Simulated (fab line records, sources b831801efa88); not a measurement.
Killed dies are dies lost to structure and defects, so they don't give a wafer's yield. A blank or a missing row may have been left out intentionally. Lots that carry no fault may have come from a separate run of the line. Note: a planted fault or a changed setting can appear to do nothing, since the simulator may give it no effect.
Matching of chambers    flow sfq-line    pecvd-04 running SFQ_TRILAYER_I0_DEP_PECVD_027: 3 sister chambers
The step deposits SiO2 from SiH4/N2O, time 111.11 s, target thk 500 nm. 3 wafers are shown with their chamber, then 6 later ones without.

## WAFERS, EACH WITH ITS CHAMBER
wafer   chamber  throttle-valve-pct (%)
L666.3  1        24.1
L676.4  0        25.1
L676.5  2        22.4

## WAFERS WHOSE CHAMBER IS MISSING
wafer   throttle-valve-pct (%)
L679.1  25.2
L679.3  24.1
L679.6  25.4
L680.1  25.4
L680.4  24.1
L680.5  25.3

## EACH ONE'S CHAMBER
wafer   from the rows above  in truth
L679.1  0                    0
L679.3  1                    1
L679.6  0                    0
L680.1  0                    0
L680.4  1                    1
L680.5  0                    0
Correct placement for 6 of the 6. From these rows, 0 cannot be placed. 0 placed wrongly.
How it was worked out, from the rows above alone: a wafer's distance from a chamber is the root of the sum, over the readings, of the square of ((its reading less the chamber's mean) divided by the reading's scatter). The wafer belongs to the nearest chamber; if the next one is less than 2 further off, it can't be placed. A chamber's mean is the mean of its shown wafers. The scatter (one wafer shown for each chamber): square how far every hidden wafer sits from the nearest shown wafer, average those squares and take the square root.
